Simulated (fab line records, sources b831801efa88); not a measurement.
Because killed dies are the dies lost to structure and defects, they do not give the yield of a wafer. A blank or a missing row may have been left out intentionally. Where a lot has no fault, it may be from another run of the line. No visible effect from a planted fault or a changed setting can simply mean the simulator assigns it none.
fab line records | flow gf180mcu
record lots=24 | wafers=72 | lastDay=34
route steps=602 shown V1@352 M2@377 V2@403 V3@443
lots that met no fault: from a run of the same line without faults
startH: hours from the record's opening day to when the first of the lot's shown wafers began | waitH: hours since the lot's step before | " same as the row above | L1.1+2: a single row standing in for several wafers | - either no value or no given start | * or withheld: withheld | < > ~ a bound
route shown NAME@n: a module of which the file shows steps, and the number in the route of the first | usual: average and standard deviation across the fault-free wafers | same: alike in all rows | chamber/n: place in a boat | sites: each site's reading | _std_site: standard deviation of those values | _edge_site: inner sites' mean taken away from outer sites' mean | radiusMm: how far each site lies from the wafer's centre | mask NAME#n: copy n | behind: the most recent tool/chamber to have shaped the wafer | hold: cause of the lot's hold/its duration in hours/its outcome | device: which transistor (n, p or np) failed to switch | end of line: tests run on the same wafers once the route is complete | a step with no rows: only its recipe | killed: count of dies lost to structure and defects at first sort (not the wafer's yield) | map: dies across one wafer; x = killed, . = not, _ = none there
set.NAME: the setting that was run; set.NAME@STEP: the one run at that earlier step | model.NAME: the simulator's own value behind a step, which no gauge read
one table for each step of the route and one row for each wafer, over a sample of lots
services: a tool's chamber out of use, with start hour (startH, from the record's first day; less than 0 if before it), hours out, and reason
## steps
# step GF_V1_ETCH_17
# recipe chemistry=C4F8/O2/Ar | maskMaterial=KrF | target=SiO2 | stopOn=TiN | sourceW=1500 | biasW=1246 | pressureMtorr=40 | c4f8FlowSccm=withheld | O2_flow_sccm=6 | Ar_flow_sccm=300 | timeS=withheld | targetDepthA=6300
# usual biasW=1246/4 | oesProductAu=0.857/0.0049
lot.wafer | tool       | chamber | startH | waitH | biasW | oesProductAu
L074.1    | rieDiel-02 | 3       | -      | -     | 1240  | 0.858
L074.2    | "          | 2       | "      | "     | 1245  | 0.861
L074.3    | "          | 1       | "      | "     | 1246  | 0.861
L075.1    | rieDiel-04 | 2       | -      | -     | 1242  | 0.869
L075.2    | "          | 3       | "      | "     | 1243  | 0.862
L075.5    | "          | 0       | "      | "     | 1255  | 0.855
L076.1    | rieDiel-03 | 2       | -      | -     | 1255  | 0.858
L076.4    | "          | 3       | "      | "     | 1245  | 0.863
L076.5    | "          | 1       | "      | "     | 1249  | 0.856
L077.1    | rieDiel-03 | 3       | -      | -     | 1238  | 0.853
L077.2    | "          | 1       | "      | "     | 1241  | 0.864
L077.6    | "          | 3       | "      | "     | 1245  | 0.865
L078.1    | rieDiel-04 | 3       | -      | -     | 1242  | 0.862
L078.3    | "          | 2       | "      | "     | 1245  | 0.856
L078.6    | "          | 0       | "      | "     | 1243  | 0.852
L079.2    | rieDiel-02 | 1       | -      | -     | 1241  | 0.845
L079.4    | "          | 0       | "      | "     | 1248  | 0.860
L079.5    | "          | 3       | "      | "     | 1254  | 0.853
L080.1    | rieDiel-02 | 3       | -      | -     | 1255  | 0.858
L080.5    | "          | 1       | "      | "     | 1244  | 0.845
L080.6    | "          | 2       | "      | "     | 1254  | 0.856
L081.3    | rieDiel-03 | 3       | -      | -     | 1250  | 0.861
L081.4    | "          | 0       | "      | "     | 1245  | 0.860
L081.5    | "          | 2       | "      | "     | 1241  | 0.857
L082.2    | rieDiel-02 | 2       | -      | -     | 1246  | 0.857
L082.4    | "          | 0       | "      | "     | 1248  | 0.857
L082.5    | "          | 0       | "      | "     | 1246  | 0.853
L083.2    | rieDiel-02 | 3       | -      | -     | 1246  | 0.855
L083.5    | "          | 3       | "      | "     | 1247  | 0.857
L083.6    | "          | 0       | "      | "     | 1244  | 0.861
L084.2    | rieDiel-04 | 0       | -      | -     | 1248  | 0.862
L084.5    | "          | 3       | "      | "     | 1242  | 0.857
L084.6    | "          | 0       | "      | "     | 1249  | 0.859
L085.1    | rieDiel-03 | 3       | -      | -     | 1245  | 0.860
L085.4    | "          | 0       | "      | "     | 1248  | 0.853
L085.6    | "          | 2       | "      | "     | 1250  | 0.853
L086.1    | rieDiel-02 | 3       | -      | -     | 1247  | 0.855
L086.2    | "          | 0       | "      | "     | 1239  | 0.863
L086.3    | "          | 1       | "      | "     | 1244  | 0.861
L087.3    | rieDiel-02 | 1       | -      | -     | 1249  | 0.851
L087.4    | "          | 0       | "      | "     | 1248  | 0.855
L087.6    | "          | 3       | "      | "     | 1245  | 0.860
L088.1    | rieDiel-02 | 1       | -      | -     | 1249  | 0.847
L088.4    | "          | 0       | "      | "     | 1249  | 0.855
L088.6    | "          | 1       | "      | "     | 1248  | 0.853
L089.1    | rieDiel-03 | 2       | -      | -     | 1246  | 0.855
L089.4    | "          | 0       | "      | "     | 1243  | 0.852
L089.6    | "          | 3       | "      | "     | 1246  | 0.856
L090.4    | rieDiel-02 | 1       | -      | -     | 1249  | 0.856
L090.5    | "          | 2       | "      | "     | 1244  | 0.853
L090.6    | "          | 3       | "      | "     | 1248  | 0.853
L091.1    | rieDiel-04 | 3       | -      | -     | 1245  | 0.858
L091.4    | "          | 1       | "      | "     | 1250  | 0.845
L091.6    | "          | 2       | "      | "     | 1241  | 0.858
L092.1    | rieDiel-03 | 3       | -      | -     | 1246  | 0.857
L092.3    | "          | 1       | "      | "     | 1252  | 0.855
L092.5    | "          | 3       | "      | "     | 1248  | 0.856
L093.3    | rieDiel-04 | 0       | -      | -     | 1246  | 0.855
L093.4    | "          | 2       | "      | "     | 1247  | 0.856
L093.5    | "          | 0       | "      | "     | 1251  | 0.863
L094.3    | rieDiel-02 | 0       | -      | -     | 1249  | 0.858
L094.5    | "          | 0       | "      | "     | 1241  | 0.855
L094.6    | "          | 1       | "      | "     | 1247  | 0.855
L095.1    | rieDiel-02 | 1       | -      | -     | 1247  | 0.858
L095.3    | "          | 2       | "      | "     | 1245  | 0.860
L095.6    | "          | 2       | "      | "     | 1246  | 0.853
L096.2    | rieDiel-04 | 1       | -      | -     | 1244  | 0.855
L096.3    | "          | 3       | "      | "     | 1253  | 0.856
L096.5    | "          | 1       | "      | "     | 1245  | 0.867
L097.1    | rieDiel-02 | 1       | -      | -     | 1233  | 0.857
L097.5    | "          | 2       | "      | "     | 1244  | 0.853
L097.6    | "          | 3       | "      | "     | 1244  | 0.862
# step GF_V1_CVD_23
# recipe material=W | targetThkNm=350 | timeS=105.05 | tempC=400 | pressureTorr=40
# usual heaterPowerW=954/53
lot.wafer | tool    | chamber | startH | waitH | heaterPowerW | sinceWetCleanH
L074.1    | cvdW-01 | 1       | 408.69 | 0.0   | 894          | 505
L074.2    | "       | 0       | "      | "     | 971          | 505
L074.3    | "       | 1       | "      | "     | 923          | -
L075.1    | cvdW-02 | 0       | 417.28 | 0.0   | 1041         | 13
L075.2    | "       | 1       | "      | "     | 957          | 13
L075.5    | "       | 1       | "      | "     | 953          | -
L076.1    | cvdW-01 | 0       | 431.80 | 0.0   | 957          | 528
L076.4    | "       | 0       | "      | "     | 938          | -
L076.5    | "       | 0       | "      | "     | 976          | -
L077.1    | cvdW-01 | 1       | 438.10 | 0.0   | 902          | 534
L077.2    | "       | 0       | "      | "     | 971          | 534
L077.6    | "       | 1       | "      | "     | 906          | -
L078.1    | cvdW-02 | 0       | 451.18 | 0.0   | 1054         | 47
L078.3    | "       | 0       | "      | "     | 1015         | -
L078.6    | "       | 1       | "      | "     | 965          | -
L079.2    | cvdW-02 | 1       | 459.24 | 0.0   | 967          | 55
L079.4    | "       | 0       | "      | "     | 1049         | -
L079.5    | "       | 0       | "      | "     | 1044         | -
L080.1    | cvdW-02 | 0       | 470.53 | 0.0   | 1024         | 67
L080.5    | "       | 0       | "      | "     | 1049         | -
L080.6    | "       | 1       | "      | "     | 936          | -
L081.3    | cvdW-02 | 1       | 483.78 | 0.1   | 932          | -
L081.4    | "       | 0       | "      | "     | 1063         | -
L081.5    | "       | 1       | "      | "     | 948          | -
L082.2    | cvdW-01 | 1       | 484.09 | 0.0   | 907          | 580
L082.4    | "       | 0       | "      | "     | 969          | -
L082.5    | "       | 1       | "      | "     | 889          | -
L083.2    | cvdW-02 | 0       | 501.02 | 0.0   | 1039         | 97
L083.5    | "       | 0       | "      | "     | 1046         | -
L083.6    | "       | 1       | "      | "     | 947          | -
L084.2    | cvdW-02 | 0       | 509.55 | 0.0   | 1060         | 106
L084.5    | "       | 1       | "      | "     | 959          | -
L084.6    | "       | 0       | "      | "     | 1076         | -
L085.1    | cvdW-01 | 1       | 511.08 | 0.0   | 898          | 607
L085.4    | "       | 1       | "      | "     | 895          | -
L085.6    | "       | 1       | "      | "     | 901          | -
L086.1    | cvdW-01 | 0       | 519.84 | 0.0   | 987          | 616
L086.2    | "       | 1       | "      | "     | 879          | 616
L086.3    | "       | 1       | "      | "     | 896          | -
L087.3    | cvdW-01 | 1       | 527.59 | 0.1   | 896          | -
L087.4    | "       | 0       | "      | "     | 982          | -
L087.6    | "       | 0       | "      | "     | 963          | -
L088.1    | cvdW-02 | 1       | 540.29 | 0.0   | 952          | 136
L088.4    | "       | 1       | "      | "     | 950          | -
L088.6    | "       | 1       | "      | "     | 950          | -
L089.1    | cvdW-01 | 1       | 545.38 | 0.0   | 911          | 641
L089.4    | "       | 0       | "      | "     | 936          | -
L089.6    | "       | 0       | "      | "     | 956          | -
L090.4    | cvdW-01 | 0       | 560.68 | 0.1   | 955          | -
L090.5    | "       | 1       | "      | "     | 911          | -
L090.6    | "       | 0       | "      | "     | 989          | -
L091.1    | cvdW-01 | 0       | 563.19 | 0.0   | 961          | 659
L091.4    | "       | 0       | "      | "     | 972          | -
L091.6    | "       | 0       | "      | "     | 995          | -
L092.1    | cvdW-01 | 1       | 568.41 | 0.0   | 899          | 664
L092.3    | "       | 0       | "      | "     | 942          | -
L092.5    | "       | 0       | "      | "     | 935          | -
L093.3    | cvdW-01 | 0       | 578.12 | 0.1   | 935          | -
L093.4    | "       | 1       | "      | "     | 905          | -
L093.5    | "       | 1       | "      | "     | 895          | -
L094.3    | cvdW-01 | 1       | 586.48 | 0.1   | 873          | -
L094.5    | "       | 1       | "      | "     | 908          | -
L094.6    | "       | 0       | "      | "     | 962          | -
L095.1    | cvdW-01 | 1       | 598.65 | 0.0   | 927          | 695
L095.3    | "       | 1       | "      | "     | 907          | -
L095.6    | "       | 1       | "      | "     | 925          | -
L096.2    | cvdW-01 | 0       | 600.20 | 0.0   | 1001         | 696
L096.3    | "       | 1       | "      | "     | 911          | -
L096.5    | "       | 0       | "      | "     | 946          | -
L097.1    | cvdW-01 | 1       | 604.05 | 0.0   | 890          | 700
L097.5    | "       | 0       | "      | "     | 988          | -
L097.6    | "       | 1       | "      | "     | 890          | -
# step GF_M2_OVL_MEAS_15
# usual M2_OVL=2/5.8
lot.wafer | tool       | chamber | startH | waitH | M2_OVL[nm]
L074.1    | overlay-02 | -       | 433.34 | 0.1   | -1
L074.2    | "          | -       | "      | "     | 3
L074.3    | "          | -       | "      | "     | -3
L075.1    | overlay-02 | -       | 442.44 | 0.1   | -6
L075.2    | "          | -       | "      | "     | -9
L075.5    | "          | -       | "      | "     | -12
L076.1    | overlay-02 | -       | 456.76 | 0.1   | 8
L076.4    | "          | -       | "      | "     | 1
L076.5    | "          | -       | "      | "     | 4
L077.1    | overlay-01 | -       | 463.49 | 0.1   | -3
L077.2    | "          | -       | "      | "     | -12
L077.6    | "          | -       | "      | "     | -7
L078.1    | overlay-01 | -       | 476.51 | 0.1   | -2
L078.3    | "          | -       | "      | "     | 5
L078.6    | "          | -       | "      | "     | 15
L079.2    | overlay-02 | -       | 483.99 | 0.1   | 0
L079.4    | "          | -       | "      | "     | -1
L079.5    | "          | -       | "      | "     | 7
L080.1    | overlay-01 | -       | 494.89 | 0.1   | 1
L080.5    | "          | -       | "      | "     | 0
L080.6    | "          | -       | "      | "     | 8
L081.3    | overlay-02 | -       | 507.70 | 0.1   | 5
L081.4    | "          | -       | "      | "     | -2
L081.5    | "          | -       | "      | "     | 5
L082.2    | overlay-02 | -       | 508.04 | 0.1   | -4
L082.4    | "          | -       | "      | "     | 7
L082.5    | "          | -       | "      | "     | 8
L083.2    | overlay-02 | -       | 525.14 | 0.1   | 12
L083.5    | "          | -       | "      | "     | 1
L083.6    | "          | -       | "      | "     | 7
L084.2    | overlay-01 | -       | 533.27 | 0.1   | 12
L084.5    | "          | -       | "      | "     | 5
L084.6    | "          | -       | "      | "     | 9
L085.1    | overlay-01 | -       | 534.59 | 0.1   | 7
L085.4    | "          | -       | "      | "     | 3
L085.6    | "          | -       | "      | "     | 7
L086.1    | overlay-01 | -       | 543.34 | 0.1   | 10
L086.2    | "          | -       | "      | "     | 9
L086.3    | "          | -       | "      | "     | 7
L087.3    | overlay-01 | -       | 550.20 | 0.1   | 7
L087.4    | "          | -       | "      | "     | 4
L087.6    | "          | -       | "      | "     | 4
L088.1    | overlay-02 | -       | 562.81 | 0.1   | -1
L088.4    | "          | -       | "      | "     | -3
L088.6    | "          | -       | "      | "     | -5
L089.1    | overlay-01 | -       | 568.41 | 0.1   | -6
L089.4    | "          | -       | "      | "     | -2
L089.6    | "          | -       | "      | "     | -3
L090.4    | overlay-01 | -       | 582.86 | 0.1   | 3
L090.5    | "          | -       | "      | "     | 13
L090.6    | "          | -       | "      | "     | 5
L091.1    | overlay-01 | -       | 584.56 | 0.1   | 4
L091.4    | "          | -       | "      | "     | 0
L091.6    | "          | -       | "      | "     | -2
L092.1    | overlay-01 | -       | 590.31 | 0.1   | 1
L092.3    | "          | -       | "      | "     | 1
L092.5    | "          | -       | "      | "     | -4
L093.3    | overlay-01 | -       | 600.47 | 0.1   | -3
L093.4    | "          | -       | "      | "     | 1
L093.5    | "          | -       | "      | "     | -6
L094.3    | overlay-01 | -       | 609.10 | 0.1   | 10
L094.5    | "          | -       | "      | "     | 15
L094.6    | "          | -       | "      | "     | 8
L095.1    | overlay-01 | -       | 619.91 | 0.1   | -3
L095.3    | "          | -       | "      | "     | -7
L095.6    | "          | -       | "      | "     | 1
L096.2    | overlay-01 | -       | 622.07 | 0.1   | -6
L096.3    | "          | -       | "      | "     | 1
L096.5    | "          | -       | "      | "     | 1
L097.1    | overlay-01 | -       | 624.94 | 0.1   | -8
L097.5    | "          | -       | "      | "     | -1
L097.6    | "          | -       | "      | "     | -3
# step GF_V2_SPUTTER_21
# recipe material=Ti | targetThkNm=15 | chamberPressurePa=5 | powerW=2500 | substrateTempC=200 | timeS=80.02
# usual throttleValvePct=29.9/0.77
lot.wafer | tool          | chamber | startH | waitH | throttleValvePct
L074.1    | pvdSputter-04 | -       | 459.64 | 0.0   | 31.5
L074.2    | "             | -       | "      | "     | 29.0
L074.3    | "             | -       | "      | "     | 30.1
L075.1    | pvdSputter-01 | -       | 468.94 | 0.0   | 30.3
L075.2    | "             | -       | "      | "     | 30.7
L075.5    | "             | -       | "      | "     | 30.6
L076.1    | pvdSputter-02 | -       | 482.59 | 0.0   | 30.7
L076.4    | "             | -       | "      | "     | 29.3
L076.5    | "             | -       | "      | "     | 30.5
L077.1    | pvdSputter-01 | -       | 490.34 | 0.0   | 29.8
L077.2    | "             | -       | "      | "     | 30.7
L077.6    | "             | -       | "      | "     | 29.3
L078.1    | pvdSputter-02 | -       | 502.87 | 0.0   | 30.3
L078.3    | "             | -       | "      | "     | 29.2
L078.6    | "             | -       | "      | "     | 29.0
L079.2    | pvdSputter-02 | -       | 509.74 | 0.0   | 29.2
L079.4    | "             | -       | "      | "     | 30.4
L079.5    | "             | -       | "      | "     | 28.9
L080.1    | pvdSputter-04 | -       | 520.44 | 0.0   | 29.2
L080.5    | "             | -       | "      | "     | 31.4
L080.6    | "             | -       | "      | "     | 29.0
L081.3    | pvdSputter-04 | -       | 532.76 | 0.0   | 31.3
L081.4    | "             | -       | "      | "     | 29.1
L081.5    | "             | -       | "      | "     | 29.1
L082.2    | pvdSputter-01 | -       | 533.01 | 0.0   | 30.5
L082.4    | "             | -       | "      | "     | 30.3
L082.5    | "             | -       | "      | "     | 29.7
L083.2    | pvdSputter-01 | -       | 549.79 | 0.0   | 30.7
L083.5    | "             | -       | "      | "     | 30.4
L083.6    | "             | -       | "      | "     | 29.7
L084.2    | pvdSputter-01 | -       | 558.05 | 0.0   | 30.0
L084.5    | "             | -       | "      | "     | 29.7
L084.6    | "             | -       | "      | "     | 30.3
L085.1    | pvdSputter-04 | -       | 559.52 | 0.0   | 30.2
L085.4    | "             | -       | "      | "     | 30.1
L085.6    | "             | -       | "      | "     | 29.1
L086.1    | pvdSputter-01 | -       | 567.55 | 0.0   | 30.7
L086.2    | "             | -       | "      | "     | 29.5
L086.3    | "             | -       | "      | "     | 30.4
L087.3    | pvdSputter-04 | -       | 574.24 | 0.0   | 29.0
L087.4    | "             | -       | "      | "     | 29.0
L087.6    | "             | -       | "      | "     | 29.0
L088.1    | pvdSputter-01 | -       | 585.45 | 0.0   | 29.4
L088.4    | "             | -       | "      | "     | 30.0
L088.6    | "             | -       | "      | "     | 29.8
L089.1    | pvdSputter-04 | -       | 592.51 | 0.0   | 31.5
L089.4    | "             | -       | "      | "     | 29.2
L089.6    | "             | -       | "      | "     | 29.0
L090.4    | pvdSputter-04 | -       | 607.00 | 0.0   | 30.2
L090.5    | "             | -       | "      | "     | 30.1
L090.6    | "             | -       | "      | "     | 28.8
L091.1    | pvdSputter-01 | -       | 608.24 | 0.0   | 29.3
L091.4    | "             | -       | "      | "     | 30.1
L091.6    | "             | -       | "      | "     | 30.0
L092.1    | pvdSputter-04 | -       | 613.69 | 0.0   | 29.8
L092.3    | "             | -       | "      | "     | 28.8
L092.5    | "             | -       | "      | "     | 31.2
L093.3    | pvdSputter-04 | -       | 623.45 | 0.0   | 28.9
L093.4    | "             | -       | "      | "     | 31.2
L093.5    | "             | -       | "      | "     | 31.2
L094.3    | pvdSputter-04 | -       | 631.10 | 0.0   | 29.9
L094.5    | "             | -       | "      | "     | 30.1
L094.6    | "             | -       | "      | "     | 29.2
L095.1    | pvdSputter-01 | -       | 641.96 | 0.0   | 29.3
L095.3    | "             | -       | "      | "     | 29.7
L095.6    | "             | -       | "      | "     | 29.3
L096.2    | pvdSputter-04 | -       | 644.78 | 0.0   | 28.9
L096.3    | "             | -       | "      | "     | 29.0
L096.5    | "             | -       | "      | "     | 31.3
L097.1    | pvdSputter-01 | -       | 646.79 | 0.0   | 29.5
L097.5    | "             | -       | "      | "     | 30.4
L097.6    | "             | -       | "      | "     | 30.0
# step GF_V3_CD_MEAS_14
# recipe targetCdNm=260
# usual cdNm=259.7/1.3
lot.wafer | tool     | chamber | startH | waitH | cdNm
L074.1    | cdSem-02 | -       | 509.27 | 0.1   | 262.0
L074.2    | "        | -       | "      | "     | 261.6
L074.3    | "        | -       | "      | "     | 261.7
L075.1    | cdSem-02 | -       | 518.12 | 0.1   | 259.5
L075.2    | "        | -       | "      | "     | 260.7
L075.5    | "        | -       | "      | "     | 258.6
L076.1    | cdSem-02 | -       | 531.22 | 0.1   | 258.5
L076.4    | "        | -       | "      | "     | 260.4
L076.5    | "        | -       | "      | "     | 259.9
L077.1    | cdSem-02 | -       | 538.92 | 0.1   | 259.8
L077.2    | "        | -       | "      | "     | 259.6
L077.6    | "        | -       | "      | "     | 260.3
L078.1    | cdSem-01 | -       | 550.67 | 0.1   | 259.1
L078.3    | "        | -       | "      | "     | 260.1
L078.6    | "        | -       | "      | "     | 259.7
L079.2    | cdSem-02 | -       | 557.89 | 0.1   | 260.5
L079.4    | "        | -       | "      | "     | 259.4
L079.5    | "        | -       | "      | "     | 259.7
L080.1    | cdSem-02 | -       | 567.02 | 0.1   | 259.0
L080.5    | "        | -       | "      | "     | 258.1
L080.6    | "        | -       | "      | "     | 260.3
L081.3    | cdSem-01 | -       | 578.61 | 0.1   | 258.3
L081.4    | "        | -       | "      | "     | 258.7
L081.5    | "        | -       | "      | "     | 258.3
L082.2    | cdSem-01 | -       | 578.99 | 0.1   | 258.2
L082.4    | "        | -       | "      | "     | 258.5
L082.5    | "        | -       | "      | "     | 258.5
L083.2    | cdSem-02 | -       | 598.09 | 0.1   | 259.7
L083.5    | "        | -       | "      | "     | 260.1
L083.6    | "        | -       | "      | "     | 260.3
L084.2    | cdSem-02 | -       | 603.74 | 0.1   | 259.2
L084.5    | "        | -       | "      | "     | 260.3
L084.6    | "        | -       | "      | "     | 260.6
L085.1    | cdSem-02 | -       | 605.27 | 0.1   | 257.1
L085.4    | "        | -       | "      | "     | 256.4
L085.6    | "        | -       | "      | "     | 256.6
L086.1    | cdSem-01 | -       | 612.17 | 0.1   | 258.8
L086.2    | "        | -       | "      | "     | 259.8
L086.3    | "        | -       | "      | "     | 259.3
L087.3    | cdSem-02 | -       | 621.21 | 0.1   | 257.8
L087.4    | "        | -       | "      | "     | 258.9
L087.6    | "        | -       | "      | "     | 256.7
L088.1    | cdSem-02 | -       | 629.22 | 0.1   | 259.8
L088.4    | "        | -       | "      | "     | 260.2
L088.6    | "        | -       | "      | "     | 260.1
L089.1    | cdSem-02 | -       | 635.07 | 0.1   | 260.9
L089.4    | "        | -       | "      | "     | 260.0
L089.6    | "        | -       | "      | "     | 259.9
L090.4    | cdSem-01 | -       | 649.67 | 0.1   | 260.7
L090.5    | "        | -       | "      | "     | 261.9
L090.6    | "        | -       | "      | "     | 262.1
L091.1    | cdSem-01 | -       | 651.42 | 0.1   | 258.1
L091.4    | "        | -       | "      | "     | 258.6
L091.6    | "        | -       | "      | "     | 258.9
L092.1    | cdSem-01 | -       | 656.87 | 0.1   | 263.2
L092.3    | "        | -       | "      | "     | 261.8
L092.5    | "        | -       | "      | "     | 261.8
L093.3    | cdSem-01 | -       | 665.45 | 0.1   | 259.7
L093.4    | "        | -       | "      | "     | 259.1
L093.5    | "        | -       | "      | "     | 260.1
L094.3    | cdSem-02 | -       | 671.86 | 0.1   | 260.6
L094.5    | "        | -       | "      | "     | 260.7
L094.6    | "        | -       | "      | "     | 258.6
L095.1    | cdSem-02 | -       | 682.07 | 0.1   | 260.4
L095.3    | "        | -       | "      | "     | 259.3
L095.6    | "        | -       | "      | "     | 260.2
L096.2    | cdSem-01 | -       | 685.59 | 0.1   | 260.5
L096.3    | "        | -       | "      | "     | 260.6
L096.5    | "        | -       | "      | "     | 259.8
L097.1    | cdSem-02 | -       | 687.21 | 0.1   | 258.2
L097.5    | "        | -       | "      | "     | 259.1
L097.6    | "        | -       | "      | "     | 259.0
# step GF_V3_CVD_23
# recipe material=W | targetThkNm=350 | timeS=104.9 | tempC=400 | pressureTorr=40
# usual heaterPowerW=957/50
lot.wafer | tool    | chamber | startH | waitH | heaterPowerW | sinceWetCleanH
L074.1    | cvdW-02 | 1       | 510.22 | 0.0   | 971          | 106
L074.2    | "       | 0       | "      | "     | 1061         | 106
L074.3    | "       | 1       | "      | "     | 950          | -
L075.1    | cvdW-02 | 0       | 519.04 | 0.0   | 1029         | 115
L075.2    | "       | 1       | "      | "     | 956          | 115
L075.5    | "       | 0       | "      | "     | 1051         | -
L076.1    | cvdW-01 | 1       | 532.13 | 0.0   | 893          | 628
L076.4    | "       | 0       | "      | "     | 957          | -
L076.5    | "       | 0       | "      | "     | 982          | -
L077.1    | cvdW-01 | 1       | 539.98 | 0.0   | 910          | 636
L077.2    | "       | 0       | "      | "     | 966          | 636
L077.6    | "       | 1       | "      | "     | 904          | -
L078.1    | cvdW-02 | 1       | 551.58 | 0.0   | 948          | 148
L078.3    | "       | 1       | "      | "     | 947          | -
L078.6    | "       | 1       | "      | "     | 966          | -
L079.2    | cvdW-01 | 0       | 558.79 | 0.0   | 965          | 655
L079.4    | "       | 1       | "      | "     | 889          | -
L079.5    | "       | 1       | "      | "     | 911          | -
L080.1    | cvdW-01 | 0       | 568.28 | 0.0   | 983          | 664
L080.5    | "       | 1       | "      | "     | 910          | -
L080.6    | "       | 0       | "      | "     | 964          | -
L081.3    | cvdW-01 | 0       | 579.61 | 0.1   | 977          | -
L081.4    | "       | 1       | "      | "     | 920          | -
L081.5    | "       | 1       | "      | "     | 915          | -
L082.2    | cvdW-02 | 0       | 579.93 | 0.0   | 1056         | 176
L082.4    | "       | 1       | "      | "     | 941          | -
L082.5    | "       | 0       | "      | "     | 1018         | -
L083.2    | cvdW-02 | 0       | 599.35 | 0.0   | 1025         | 195
L083.5    | "       | 0       | "      | "     | 1042         | -
L083.6    | "       | 1       | "      | "     | 958          | -
L084.2    | cvdW-01 | 1       | 604.64 | 0.0   | 898          | 701
L084.5    | "       | 1       | "      | "     | 889          | -
L084.6    | "       | 0       | "      | "     | 986          | -
L085.1    | cvdW-01 | 1       | 606.19 | 0.0   | 911          | 702
L085.4    | "       | 1       | "      | "     | 910          | -
L085.6    | "       | 0       | "      | "     | 1004         | -
L086.1    | cvdW-01 | 0       | 613.10 | 0.0   | 966          | 709
L086.2    | "       | 1       | "      | "     | 911          | 709
L086.3    | "       | 0       | "      | "     | 981          | -
L087.3    | cvdW-01 | 1       | 622.13 | 0.1   | 893          | -
L087.4    | "       | 0       | "      | "     | 967          | -
L087.6    | "       | 0       | "      | "     | 990          | -
L088.1    | cvdW-01 | 1       | 630.14 | 0.0   | 900          | 726
L088.4    | "       | 0       | "      | "     | 981          | -
L088.6    | "       | 0       | "      | "     | 981          | -
L089.1    | cvdW-01 | 1       | 636.00 | 0.0   | 876          | 732
L089.4    | "       | 0       | "      | "     | 988          | -
L089.6    | "       | 0       | "      | "     | 971          | -
L090.4    | cvdW-01 | 1       | 650.64 | 0.1   | 907          | -
L090.5    | "       | 0       | "      | "     | 973          | -
L090.6    | "       | 1       | "      | "     | 910          | -
L091.1    | cvdW-01 | 1       | 652.42 | 0.0   | 896          | 748
L091.4    | "       | 0       | "      | "     | 961          | -
L091.6    | "       | 1       | "      | "     | 918          | -
L092.1    | cvdW-02 | 0       | 657.85 | 0.0   | 1043         | 254
L092.3    | "       | 0       | "      | "     | 1084         | -
L092.5    | "       | 0       | "      | "     | 1057         | -
L093.3    | cvdW-01 | 1       | 666.48 | 0.1   | 897          | -
L093.4    | "       | 0       | "      | "     | 981          | -
L093.5    | "       | 1       | "      | "     | 902          | -
L094.3    | cvdW-01 | 0       | 672.79 | 0.1   | 1008         | -
L094.5    | "       | 0       | "      | "     | 977          | -
L094.6    | "       | 1       | "      | "     | 890          | -
L095.1    | cvdW-01 | 1       | 682.99 | 0.0   | 916          | 779
L095.3    | "       | 1       | "      | "     | 906          | -
L095.6    | "       | 0       | "      | "     | 987          | -
L096.2    | cvdW-02 | 1       | 686.49 | 0.0   | 956          | 283
L096.3    | "       | 1       | "      | "     | 984          | -
L096.5    | "       | 1       | "      | "     | 954          | -
L097.1    | cvdW-01 | 1       | 688.15 | 0.0   | 884          | 784
L097.5    | "       | 0       | "      | "     | 968          | -
L097.6    | "       | 1       | "      | "     | 914          | -
## services
tool          | chamber | startH | hours | kind
cvdW-02       | -       | 384.06 | 0.2   | repair
cvdW-02       | -       | 390.00 | 14.0  | pm
cvdW-02       | 1       | 425.29 | 15.1  | repair
pvdSputter-01 | -       | 426.53 | 5.4   | repair
cvdW-01       | -       | 435.17 | 2.3   | repair
cvdW-02       | 0       | 435.83 | 6.5   | repair
rieDiel-04    | 1       | 441.36 | 9.6   | repair
rieDiel-02    | 2       | 455.69 | 12.8  | repair
cvdW-01       | 1       | 456.80 | 7.0   | repair
cvdW-02       | 1       | 467.09 | 3.0   | repair
pvdSputter-01 | -       | 470.14 | 4.0   | repair
rieDiel-04    | 1       | 482.65 | 1.8   | repair
pvdSputter-04 | -       | 524.05 | 4.8   | repair
rieDiel-03    | 0       | 533.35 | 1.8   | repair
pvdSputter-04 | -       | 543.11 | 1.9   | repair
rieDiel-03    | 1       | 569.04 | 7.0   | repair
rieDiel-02    | 3       | 570.21 | 10.5  | repair
rieDiel-04    | 1       | 571.97 | 4.5   | repair
cvdW-01       | 0       | 595.86 | 4.1   | repair
rieDiel-02    | 0       | 596.00 | 12.0  | repair
pvdSputter-01 | -       | 600.61 | 1.0   | repair
pvdSputter-04 | -       | 603.30 | 3.1   | repair
cvdW-02       | -       | 624.93 | 1.0   | repair
pvdSputter-04 | -       | 687.99 | 5.2   | repair
## key
fault none
